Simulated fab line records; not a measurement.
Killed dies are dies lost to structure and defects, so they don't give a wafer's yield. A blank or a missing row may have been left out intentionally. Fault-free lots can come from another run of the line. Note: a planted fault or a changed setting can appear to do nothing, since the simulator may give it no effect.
Problem report in the 8D (eight disciplines) form, filled by code :: flow gf180mcu :: the parts of the form that need people (team, actions taken, sign-off) are left out

== 1. THE ISSUE ==
Wafers without a fault read 1.997, standard deviation 0.022; chamber_o2_ppm at GF_SALICIDE_RTA_08 reads a mean of 301.992 on 9 wafers belonging to 3 lots. So: +99 or more standard deviations from the usual mean.
The step: time 30 s.
First observed at day 18 19:42: wafer L582.2, on rtp_anneal-01. Wafers with a number at this step in the record: 45, from 15 lots. The rule behind "out" and "out of limits": a value lying over 4 standard deviations away from the usual mean. All remaining wafers that have a number are taken as sound.

== 2. WHAT IT IS AND WHAT IT IS NOT ==
question: which readings at this step
is: chamber_o2_ppm
is not: lamp_power_pct, wafer_temp_C_max

question: which lots
is: L582, L583, L584
is not: L572, L574, L576, L587, L588, L589, L590, L591, L592, L593, L594, L595

question: which wafers of those lots
is: all that have a number
is not: -

question: read on which tools
is: rtp_anneal-01
is not: rtp_anneal-02

question: when
is: from day 18 19:42
is not: up to then (9 sound wafers); but 27 sound wafers of L587, L588, L589, L590, L591, L592, L593, L594, L595 came after

== 3. THE SUSPECTS, EACH WITH WHAT RULES IT OUT ==
Counting: a tool at any process step up to the reading remains a suspect when it ran all the lots that are out and ran no sound lot after the first of those.
- rtp_anneal-01 at GF_SALICIDE_RTA_08 (time 30 s): ruled out as a lasting fault. Sound lots L590, L594 ran on it after its first lot that is out, L582 (day 18 19:42).
Left after counting: nothing in the record.

== 4. THE CAUSE (what the simulator had put in) ==
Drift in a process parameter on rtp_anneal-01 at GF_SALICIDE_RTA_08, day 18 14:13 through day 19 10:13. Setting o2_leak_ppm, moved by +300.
Counting ruled it out, wrongly.

== 5. SEQUENCE OF EFFECTS, ordered by route ==
One row per reading whose mean, taken over the struck wafers that have a number, lies over 3 standard deviations from the usual. Readings are gone through only where the record gives a usual standard deviation; hours: the median, over the lots, of the time from a lot's start at the first step in this table giving one to that lot's start at this step; sigmas: the change measured in usual standard deviations.
hours: 0
step: GF_SALICIDE_RTA_08
reading: chamber_o2_ppm
usual: 1.997
on struck wafers: 301.992
change: +299.995
sigmas: +99 or more
Its process steps:
- GF_SALICIDE_RTA_08: time 30 s.
Later steps that measure or inspect, where all struck wafers having a row at the step show a number for every such reading and not one has moved that far: GF_V2_THK_MEAS_03, GF_V2_CD_MEAS_14, GF_M3_CD_MEAS_14.

== 6. WHAT WOULD HAVE CAUGHT IT SOONER ==
The fault began at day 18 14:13; the first out-of-limits reading in this record came at day 18 19:42, 5 hours later.
